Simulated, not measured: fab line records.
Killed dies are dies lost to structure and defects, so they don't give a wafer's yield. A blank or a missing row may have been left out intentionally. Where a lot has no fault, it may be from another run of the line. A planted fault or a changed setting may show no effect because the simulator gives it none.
A struck lot beside a sound one ; flow sky130 ; 17 steps out of a route of 708
Sound: wafers L539.2, L539.3, L539.5. Struck: wafers L548.2, L548.4, L548.5. At the end, the cause is stated.
Per side, at each step with rows, come the tool, then ch with its chambers, and then its first start. Under that, the readings that differ: sound wafers ; struck wafers ; difference of the means ; sigmas: that difference in standard deviations of wafers without a fault.
alike: readings with means less than 2 such deviations apart, plus words and numbers identical on both sides. not compared: withheld readings, readings lacking a value on some wafer, bounds such as >300 that could conceal the same value, and numbers that have no deviation in the record and whose values overlap.
A row with sigmas, a row that says differs or no value, or rows on one side alone: a step with any of these is where the two part. When numbers do not overlap yet have no deviation, they are printed without sigmas and do not part them. A reading missing from all wafers of one side parts the sides only when that side holds two or more wafers.

first, 1 step without rows for these wafers: SKY_VT_ADJUST_LVTN_IMPLANT_19.
SKY_VT_ADJUST_LVTN_STRIP_20: strips in O2/N2.
  sound on plasma asher-02 ch 0,1, day 7 17:06; struck on plasma asher-03 ch 1, day 10 03:58
  alike: chamber pressure mTorr, drypump motor current A, oes product au, strip time to endpoint s
  not compared: rf hours counter h
SKY_VT_ADJUST_LVTN_TW_MEAS_21:
  sound on film metro-02, day 7 17:13; struck on film metro-02, day 10 04:05
  alike: VT_ADJUST_LVTN_2_TW
then, 7 steps without rows for these wafers: SKY_VT_ADJUST_NCORE_DEHYDRATE_00 (time 60 s); SKY_VT_ADJUST_NCORE_HMDS_01 (prime time 60 s); SKY_VT_ADJUST_NCORE_COAT_02 (resist thk 1140 nm); SKY_VT_ADJUST_NCORE_SOFTBAKE_03 (time 60 s); SKY_VT_ADJUST_NCORE_EXPOSE_04 (exposes mask LVTN COMPLEMENT THIN, target cd 380 nm); SKY_VT_ADJUST_NCORE_PEB_05; SKY_VT_ADJUST_NCORE_DEVELOP_06 (develop time 60 s).
SKY_VT_ADJUST_NCORE_CD_MEAS_07: target cd 380 nm.
  sound on cd sem-01, day 8 12:35; struck on cd sem-02, day 11 01:37
reading;sound;struck;difference;sigmas
cd nm (nm);385.0 383.0 385.2;375.9 378.0 376.9;-7.5;-3
SKY_VT_ADJUST_NCORE_OVL_MEAS_08:
  sound on overlay-01, day 8 12:41; struck on overlay-02, day 11 01:43
reading;sound;struck;difference;sigmas
VT_ADJUST_NCORE_OVL (nm);2.1 1.2 2.1;-1.4 -1.1 -1.3;-3.1;-2
SKY_VT_ADJUST_NCORE_IMPLANT_09:
  sound on implanter-02 ch 0, day 8 12:45; struck on implanter-03 ch 0, day 11 01:46
reading;sound;struck;difference;sigmas
dose ions cm2;2.3999e+12 2.398e+12 2.3992e+12;7.73e+11 7.764e+11 7.773e+11;-1.62e+12;-99 or more
faraday current uA;13.26 13.71 13.51;4.16 4.27 4.46;-9.20;-32
SKY_VT_ADJUST_NCORE_STRIP_10: strips in O2/N2.
  sound on plasma asher-04 ch 0,1, day 8 12:52; struck on plasma asher-04 ch 0, day 11 01:53
  alike: chamber pressure mTorr, drypump motor current A, oes product au, strip time to endpoint s
  not compared: rf hours counter h
SKY_VT_ADJUST_NCORE_TW_MEAS_11:
  sound on film metro-01, day 8 12:59; struck on film metro-01, day 11 02:00
reading;sound;struck;difference;sigmas
VT_ADJUST_NCORE_TW;221.3 221.8 219.9;161.2 161.6 163.0;-59.1;-33
then, 1 step without rows for these wafers: SKY_VT_ADJUST_HVTR_DEHYDRATE_00 (time 60 s).
-- record jumps: 37 days separate the struck wafers' starts on either side; left off in module VT_ADJUST_HVTR, taken up again in module PAD_OPEN, whose first shown step is the route's number 708 --
SKY_PAD_OPEN_PROBE_99:
  sound on prober-01, day 45 14:41; struck on prober-01, day 48 04:04
reading;sound;struck;difference;sigmas
model.etest.nfet_16v.r on ohm um;1.44e+04 1.444e+04 1.449e+04;1.196e+04 1.178e+04 1.187e+04;-2.573e+03;
model.etest.pfet_16v.r on ohm um;1.527e+04 1.516e+04 1.516e+04;1.71e+04 1.684e+04 1.712e+04;+1.82e+03;
model.etest.pfet g5v0d10v5.r on ohm um;4800 4702 4750;5664 5654 5714;+927;
model.etest.tip p.rs ohm sq;6857 6879 6891;7430 7491 7422;+572;
model.etest.pfet_01v8.r on ohm um;3036 2865 2943;3269 3243 3318;+329;
model.etest.res pwell under gate.rs ohm sq;2294 2273 2288;2508 2513 2509;+225;
model.etest.nfet g5v0d10v5.r on ohm um;1915 1890 1907;1711 1685 1718;-199;
model.etest.tip_p_5v.rs ohm sq;2831 2852 2820;2962 2994 2971;+141;
  alike: killed_at_M0_to_M3, killed_at_M4_up, killed at contacts, killed at front end, killed at other, killed dies, killed open, killed short

WHERE THEY PART
First at SKY_VT_ADJUST_NCORE_CD_MEAS_07; last, within this record, at SKY_VT_ADJUST_NCORE_TW_MEAS_11. Later steps at which nothing parts them and some readings are alike: SKY_PAD_OPEN_PROBE_99.

WHY: what the simulator had put in
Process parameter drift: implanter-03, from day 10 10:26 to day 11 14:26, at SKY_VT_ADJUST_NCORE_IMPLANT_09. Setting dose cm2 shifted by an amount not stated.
